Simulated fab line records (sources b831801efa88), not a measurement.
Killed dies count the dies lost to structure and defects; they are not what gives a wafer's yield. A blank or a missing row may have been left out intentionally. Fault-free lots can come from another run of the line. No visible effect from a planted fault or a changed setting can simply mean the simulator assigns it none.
The tool behind it: which one? + flow sky130 + Sampling: 6 lots, 18 wafers, 3 of 708 route steps

## WHAT EACH GAUGE READ, for each wafer
SKY_VT_ADJUST_LVTN_OVL_MEAS_07.
| lot  | measured     | on         | VT_ADJUST_LVTN_OVL (nm) |
|------|--------------|------------|-------------------------|
| L271 | day 7 04:41  | overlay-01 | -0.8 -1.3 -1.9          |
| L272 | day 8 06:24  | overlay-02 | 1.6 -1.6 -1.6           |
| L276 | day 9 00:53  | overlay-02 | -0.6 -0.2 1.0           |
| L278 | day 9 05:02  | overlay-02 | 1.6 -1.3 -0.3           |
| L288 | day 12 12:38 | overlay-01 | -3.5 -4.0 -2.6          |
| L290 | day 12 21:32 | overlay-01 | -0.6 0.3 -2.1           |

## WHAT TOOL EACH LOT RAN ON (gives the tool, then ch and the chambers of the sampled wafers, and finally the start)
| lot  | SKY_FIELD_ISO_CMP_27         | SKY_DNWELL_DEHYDRATE_00          |
|------|------------------------------|----------------------------------|
| L271 | cmp-02 ch 0,1,3, day 2 15:46 | litho-track-01 ch 0, day 3 05:56 |
| L272 | cmp-01 ch 1,2, day 3 07:49   | litho-track-01 ch 0, day 4 00:16 |
| L276 | cmp-02 ch 1,3, day 4 03:35   | litho-track-01 ch 0, day 4 13:38 |
| L278 | cmp-01 ch 0,2, day 4 08:39   | litho-track-04 ch 0, day 4 19:28 |
| L288 | cmp-02 ch 0,1, day 6 14:13   | litho-track-04 ch 0, day 7 08:32 |
| L290 | cmp-01 ch 0,2,3, day 7 04:31 | litho-track-02 ch 0, day 7 16:29 |
- SKY_FIELD_ISO_CMP_27: polishes, stops on Si3N4, t overpolish 16 s, target thk 457.8 nm.
- SKY_DNWELL_DEHYDRATE_00: time 60 s.

## THE ANSWER, worked out from the rows above alone
Rule: what is usual is taken from the lots themselves. Put in order of their means at a reading, lots are off if they are a third of the lots or fewer, leave a main group of 4 or more, and stand apart from it by a gap of 3 or more times the standard deviation of the main group's means; of several such gaps the widest counts. The tables above print the reading to a certain number of digits; a main group whose means all agree to those digits is not used. Also off: a lot with no number at a reading for which 4 or more lots have one. All remaining lots with rows at the step are treated as sound.
Off: L288, seen at SKY_VT_ADJUST_LVTN_OVL_MEAS_07 (VT_ADJUST_LVTN_OVL). For the main group the mean is -0.5 nm and the standard deviation 0.52.
If a tool, at a process step before that reading, ran all the lots that are off and no sound lot after the first of them, it fits. The gauges at SKY_VT_ADJUST_LVTN_OVL_MEAS_07 are tried like those tools. Can't be told from this: 2 tools fit, cmp-02 at SKY_FIELD_ISO_CMP_27, litho-track-04 at SKY_DNWELL_DEHYDRATE_00.

## WHAT HAD BEEN PUT IN BY THE SIMULATOR
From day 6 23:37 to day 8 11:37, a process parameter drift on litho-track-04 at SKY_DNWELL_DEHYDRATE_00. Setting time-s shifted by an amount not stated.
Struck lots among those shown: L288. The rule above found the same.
